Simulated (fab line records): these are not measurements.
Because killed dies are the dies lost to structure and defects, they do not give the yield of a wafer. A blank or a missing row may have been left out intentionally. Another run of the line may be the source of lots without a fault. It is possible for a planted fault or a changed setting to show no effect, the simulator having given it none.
Which of the tools did it?    flow gf180mcu    12 lots with 36 wafers sampled at 6 steps, on a route of 602 steps

WHAT THE GAUGES SHOWED, per wafer
GF_PASSIVATION_THK_MEAS_01.
lot   measured      on             PASSIVATION_CVD_00_THK (nm)
L075  day 28 04:47  film metro-01  964 983 994
L077  day 29 01:22  film metro-03  990 1008 997
L079  day 29 10:44  film metro-03  1022 1008 1040
L081  day 30 08:24  film metro-03  972 993 988
L083  day 30 18:39  film metro-03  1002 969 1006
L085  day 31 14:47  film metro-04  1010 1014 1032
L087  day 32 00:35  film metro-03  1001 986 1008
L090  day 32 19:16  film metro-03  1022 999 1024
L091  day 33 01:19  film metro-01  1008 1013 1029
L093  day 33 08:37  film metro-04  1012 1039 1026
L096  day 34 02:44  film metro-03  983 998 994
L097  day 34 11:26  film metro-01  1005 1026 1010

EACH LOT AND THE TOOL THAT RAN IT (in order: tool; ch and the chambers of the sampled wafers; start)
lot   GF_M2_SPUTTER_04              GF_V4_STRIP_18                        GF_V4_SPUTTER_21              GF_MIM_SPUTTER_00             GF_M5_STRIP_11
L075  pvd sputter-02, day 18 08:02  plasma asher-04 ch 0,1, day 24 11:31  pvd sputter-03, day 24 12:03  pvd sputter-02, day 24 12:52  plasma asher-01 ch 0,1, day 26 08:25
L077  pvd sputter-02, day 19 05:17  plasma asher-04 ch 0,1, day 25 08:49  pvd sputter-04, day 25 09:23  pvd sputter-01, day 25 10:11  plasma asher-04 ch 0,1, day 27 04:57
L079  pvd sputter-02, day 19 21:02  plasma asher-04 ch 0,1, day 25 20:31  pvd sputter-03, day 25 21:03  pvd sputter-01, day 25 21:44  plasma asher-04 ch 0,1, day 27 15:01
L081  pvd sputter-01, day 20 22:52  plasma asher-03 ch 0,1, day 26 21:07  pvd sputter-03, day 26 21:40  pvd sputter-01, day 26 22:21  plasma asher-01 ch 0,1, day 28 14:52
L083  pvd sputter-01, day 21 13:22  plasma asher-04 ch 1, day 27 08:35    pvd sputter-03, day 27 09:09  pvd sputter-02, day 27 09:50  plasma asher-03 ch 0, day 29 02:28
L085  pvd sputter-01, day 22 17:55  plasma asher-02 ch 0,1, day 28 08:07  pvd sputter-02, day 28 08:41  pvd sputter-03, day 28 09:23  plasma asher-03 ch 0,1, day 30 00:01
L087  pvd sputter-01, day 23 04:42  plasma asher-02 ch 0,1, day 28 18:41  pvd sputter-03, day 28 19:14  pvd sputter-02, day 28 19:55  plasma asher-04 ch 0,1, day 30 09:47
L090  pvd sputter-02, day 24 02:50  plasma asher-02 ch 0,1, day 29 14:03  pvd sputter-03, day 29 14:53  pvd sputter-01, day 29 15:35  plasma asher-03 ch 0,1, day 31 05:26
L091  pvd sputter-01, day 24 12:29  plasma asher-04 ch 0,1, day 29 21:34  pvd sputter-03, day 29 22:06  pvd sputter-03, day 29 22:47  plasma asher-01 ch 0,1, day 31 11:29
L093  pvd sputter-01, day 24 23:11  plasma asher-04 ch 0,1, day 30 06:48  pvd sputter-04, day 30 07:19  pvd sputter-03, day 30 08:00  plasma asher-01 ch 0,1, day 31 19:15
L096  pvd sputter-01, day 25 23:49  plasma asher-04 ch 0,1, day 31 03:52  pvd sputter-02, day 31 04:25  pvd sputter-01, day 31 05:07  plasma asher-04 ch 1, day 32 15:44
L097  pvd sputter-01, day 26 09:48  plasma asher-04 ch 0,1, day 31 12:38  pvd sputter-03, day 31 13:13  pvd sputter-01, day 31 14:38  plasma asher-04 ch 0,1, day 33 00:40
- GF_M2_SPUTTER_04: material TiN, target thk 50 nm, time 41.7 s.
- GF_V4_STRIP_18: strips in O2/N2.
- GF_V4_SPUTTER_21: material Ti, target thk 15 nm, time 80.02 s.
- GF_MIM_SPUTTER_00: material Ti, target thk 37.5 nm, time 150 s.
- GF_M5_STRIP_11: strips in O2/N2.

THE ANSWER, worked out from the rows above alone
Rule: the lots themselves supply what counts as usual. The widest of any qualifying gaps counts: lots, ordered by their means at a reading, are off when they make up no more than a third of the lots, leave a main group of 4 or more, and stand apart from it by 3 or more times the standard deviation of that group's means. A main group is skipped when, at the precision printed for the reading in the tables above, its means are all equal. Also off: a lot with no number at a reading for which 4 or more lots have one. All remaining lots with rows at the step are treated as sound.
No lot is off at any reading shown: from this, nothing can be told.

WHAT THE SIMULATOR PUT IN
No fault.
